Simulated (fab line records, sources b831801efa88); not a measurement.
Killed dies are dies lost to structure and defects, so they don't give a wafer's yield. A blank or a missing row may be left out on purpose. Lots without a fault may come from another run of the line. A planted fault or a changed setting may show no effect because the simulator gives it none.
One fault seen from 2 desks | flow gf180mcu | each desk has only its own numbers; what lay behind them comes last

THE METROLOGY DESK
What the gauges read, lot by lot, whatever tool the lot ran on: means of the sampled wafers that have a number. A lot is out of limits, marked OUT, if its mean lies more than 4 standard deviations from the usual mean; the brackets give that distance.
Columns: A = M2_ALCU_THK at GF_M2_THK_MEAS_06, usual 454 nm; B = V2_CVD_00_THK at GF_V2_THK_MEAS_01, usual 602 nm; C = V2_CVD_02_THK at GF_V2_THK_MEAS_03, usual 850 nm
lot  | first seen here | A   | B   | C
L514 | day 19 08:43    | 454 | 595 | 861
L515 | day 19 15:24    | 458 | 598 | 848
L516 | day 20 01:41    | 450 | 607 | 856
L517 | day 20 12:58    | 455 | 603 | 844
L518 | day 20 16:44    | 447 | 616 | 861
L520 | day 21 14:13    | 451 | 598 | 841
L522 | day 22 08:10    | 443 | 609 | 859
L526 | day 23 19:09    | 448 | 605 | 1250 (+29) OUT
L527 | day 24 01:40    | 450 | 598 | 1247 (+28) OUT
L528 | day 24 10:28    | 455 | 594 | 1261 (+29) OUT
L531 | day 25 10:54    | 458 | 598 | 847
L534 | day 26 05:09    | 464 | 591 | 847
This desk's finding: out of limits on L526, L527, L528; first on L526, day 24 17:41 (V2_CVD_02_THK at GF_V2_THK_MEAS_03). In limits: L514, L515, L516, L517, L518, L520, L522, L531, L534.

THE TOOL OWNER'S DESK: pecvd-04
The tool's own readings at GF_V2_CVD_02 (deposits SiO2 from TEOS, target thk 850 nm, time 94.851 s): means of the sampled wafers that have a number, for each lot that ran on this tool. A lot is out of limits, marked OUT, if its mean lies more than 4 standard deviations from the usual mean; the brackets give that distance.
Columns: A = heater_power_outer_w at GF_V2_CVD_02, usual 376 W; B = heater_power_w at GF_V2_CVD_02, usual 654 W
lot  | first seen here | A   | B
L514 | day 20 10:05    | 402 | 700
L515 | day 20 16:34    | 396 | 668
L517 | day 21 13:41    | 351 | 619
L518 | day 21 18:09    | 430 | 725
L526 | day 24 17:37    | 370 | 662
L527 | day 25 00:08    | 362 | 638
L528 | day 25 09:20    | 361 | 636
This desk's finding: nothing out of limits on any of the 7 lots.

PUT TOGETHER
The metrology desk could have raised an alarm at day 24 17:41, on L526, L527, L528.
The tool owner's desk saw nothing out of limits.
The tool owner's desk has L526, L527, L528 on record, within its limits.
Of the lots named, all ran GF_V2_CVD_02 on pecvd-04.

WHAT THE SIMULATOR HAD PUT IN
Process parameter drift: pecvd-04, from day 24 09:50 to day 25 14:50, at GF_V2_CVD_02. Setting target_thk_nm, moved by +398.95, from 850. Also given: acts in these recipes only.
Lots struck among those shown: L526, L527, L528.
Hours from the fault's start to each desk's first reading out of limits: the metrology desk, 8.
